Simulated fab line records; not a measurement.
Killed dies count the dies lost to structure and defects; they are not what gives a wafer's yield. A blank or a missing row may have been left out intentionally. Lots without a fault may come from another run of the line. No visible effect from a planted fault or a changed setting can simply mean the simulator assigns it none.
Code-filled problem report in 8D (eight disciplines) form || flow sky130 || the parts of the form that need people (team, actions taken, sign-off) are left out

== 1. PROBLEM STATEMENT ==
Mean of rf-fwd-power-W at SKY_METAL4_ETCH_16: 577.5 W across 6 wafers in 2 lots; on wafers with no fault it is 496.4 W (standard deviation 2). That is +41 standard deviations from the usual mean.
The step: etches BARC in N2/H2, stops on SiO2, time 88.2 s, target depth 60 nm.
Seen first at day 45 03:57 on rie-metal-01, wafer L359.4. The record has a number at this step for 18 wafers belonging to 6 lots. By rule, "out" or "out of limits" means more than 4 standard deviations away from the usual mean. Any other wafer with a number is counted as sound.

== 2. WHAT THIS IS AND IS NOT ==
{"question": "which readings at this step", "is": "rf-fwd-power-W", "is not": "oes-product-au, throttle-valve-pct"}
{"question": "which lots", "is": "L359, L363", "is not": "L350, L358, L362, L370"}
{"question": "which wafers of those lots", "is": "all that have a number", "is not": "-"}
{"question": "read on which tools", "is": "rie-metal-01", "is not": "rie-metal-03"}
{"question": "when", "is": "from day 45 03:57", "is not": "up to then (6 sound wafers); but 6 sound wafers of L362, L370 came after"}

== 3. THE SUSPECTS, EACH WITH WHAT RULES IT OUT ==
Counting: a tool at any process step up to the reading remains a suspect when it ran all the lots that are out and ran no sound lot after the first of those.
- rie-metal-01 at SKY_METAL4_DESCUM_15 (chemistry O2, time 8 s): kept. All lots that are out passed through it, beginning with L359 at day 45 03:53, and no sound lot followed; its final sound lot before that point was L358 at day 45 01:12.
- rie-metal-01 at SKY_METAL4_ETCH_16 (etches BARC in N2/H2, stops on SiO2, time 88.2 s, target depth 60 nm): kept. All lots that are out passed through it, beginning with L359 at day 45 03:57, and no sound lot followed; its final sound lot before that point was L358 at day 45 01:15. Its own rf-fwd-power-W readings are out on those wafers.
Remaining after the count are rie-metal-01 at SKY_METAL4_DESCUM_15 and rie-metal-01 at SKY_METAL4_ETCH_16.

== 4. THE CAUSE (what the simulator had put in) ==
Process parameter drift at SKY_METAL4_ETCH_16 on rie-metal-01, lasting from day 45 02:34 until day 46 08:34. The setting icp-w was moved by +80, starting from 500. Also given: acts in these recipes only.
Counting left 2 suspects, and this tool is among them.

== 5. SEQUENCE OF EFFECTS, ordered by route ==
One row per reading whose mean, taken over the struck wafers that have a number, lies over 3 standard deviations from the usual. Scope: only readings with a usual standard deviation given in the record; hours: median across lots of the time from each lot's start at the first step in this table that gives one to its start at this step; sigmas: change in usual standard deviations.
{"hours": 0, "step": "SKY_METAL4_ETCH_16", "reading": "rf-fwd-power-W", "usual": "496.4 W", "on struck wafers": 577.5, "change": "+81.1", "sigmas": "+41"}
The process steps in it:
- SKY_METAL4_ETCH_16: etches BARC in N2/H2, stops on SiO2, time 88.2 s, target depth 60 nm.

== 6. HOW IT WOULD HAVE BEEN CAUGHT EARLIER ==
In this record the first reading out of limits was taken at day 45 03:57, 1 hour after the fault began at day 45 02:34.
